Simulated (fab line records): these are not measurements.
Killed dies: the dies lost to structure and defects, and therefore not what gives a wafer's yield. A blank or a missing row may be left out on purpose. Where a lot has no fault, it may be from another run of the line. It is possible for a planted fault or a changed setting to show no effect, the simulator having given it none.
Which tool is to blame?	flow sky130	10 lots, 30 wafers sampled, at 3 steps of a route of 708

WHAT THE GAUGES READ, wafer by wafer
SKY_PASSIVATION_THK_MEAS_03.
lot	measured	on	PASSIVATION_CVD_02_THK (nm)
L816	day 43 14:19	filmMetro-04	538 540 539
L817	day 43 23:40	filmMetro-03	541 539 551
L818	day 45 08:20	filmMetro-04	535 538 546
L821	day 45 10:33	filmMetro-03	545 545 555
L823	day 45 17:17	filmMetro-04	539 551 544
L824	day 45 18:57	filmMetro-03	530 536 540
L833	day 47 23:55	filmMetro-04	772 546 543
L835	day 48 18:38	filmMetro-03	768 541 540
L838	day 49 04:22	filmMetro-04	531 535 544
L839	day 49 07:01	filmMetro-02	538 525 540

WHAT TOOL EACH LOT RAN ON (gives the tool, then ch and the chambers of the sampled wafers, and finally the start)
lot	SKY_METAL4_SPUTTER_04	SKY_PASSIVATION_CVD_02
L816	pvdSputter-01, day 39 09:07	pecvd-03 ch 0,1,2, day 43 14:05
L817	pvdSputter-04, day 39 20:56	pecvd-03 ch 1,2, day 43 23:26
L818	pvdSputter-04, day 41 09:58	pecvd-03 ch 0,1,2, day 45 08:05
L821	pvdSputter-03, day 41 11:02	pecvd-01 ch 1,2, day 45 10:19
L823	pvdSputter-01, day 41 18:47	pecvd-03 ch 0,1,2, day 45 17:03
L824	pvdSputter-01, day 41 22:19	pecvd-03 ch 0,1,2, day 45 18:43
L833	pvdSputter-03, day 44 09:05	pecvd-03 ch 0,2, day 47 23:40
L835	pvdSputter-01, day 45 06:21	pecvd-03 ch 1,2, day 48 18:24
L838	pvdSputter-01, day 45 15:50	pecvd-02 ch 0,2, day 49 04:08
L839	pvdSputter-04, day 45 20:02	pecvd-02 ch 0,1, day 49 06:46
- SKY_METAL4_SPUTTER_04: material TiN, target thk 70 nm, time 58.3 s.
- SKY_PASSIVATION_CVD_02: deposits Si3N4, target thk 540 nm.

THE ANSWER, worked out from the rows above alone
Rule: usual is defined by the lots themselves. Put in order of their means at a reading, lots are off if they are a third of the lots or fewer, leave a main group of 4 or more, and stand apart from it by a gap of 3 or more times the standard deviation of the main group's means; of several such gaps the widest counts. Not used: any main group whose means are identical at the precision the tables above print for the reading. Also off: a lot with no number at a reading for which 4 or more lots have one. The other lots that the step has rows for count as sound.
Off: at SKY_PASSIVATION_THK_MEAS_03 (PASSIVATION_CVD_02_THK), L833, L835. Main group: mean 540 nm, sd 4.6.
If a tool, at a process step before that reading, ran all the lots that are off and no sound lot after the first of them, it fits. Those tools and the gauges at SKY_PASSIVATION_THK_MEAS_03 are tried in the same way. One candidate fits, namely pecvd-03 at SKY_PASSIVATION_CVD_02. Its last sound lot is L824 (day 45 18:43), its first lot that is off L833 (day 47 23:40): a fault that began between those two fits.

WHAT THE SIMULATOR HAD INSERTED
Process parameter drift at SKY_PASSIVATION_CVD_02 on pecvd-03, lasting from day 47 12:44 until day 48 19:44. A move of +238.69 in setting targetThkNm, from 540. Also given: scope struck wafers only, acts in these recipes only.
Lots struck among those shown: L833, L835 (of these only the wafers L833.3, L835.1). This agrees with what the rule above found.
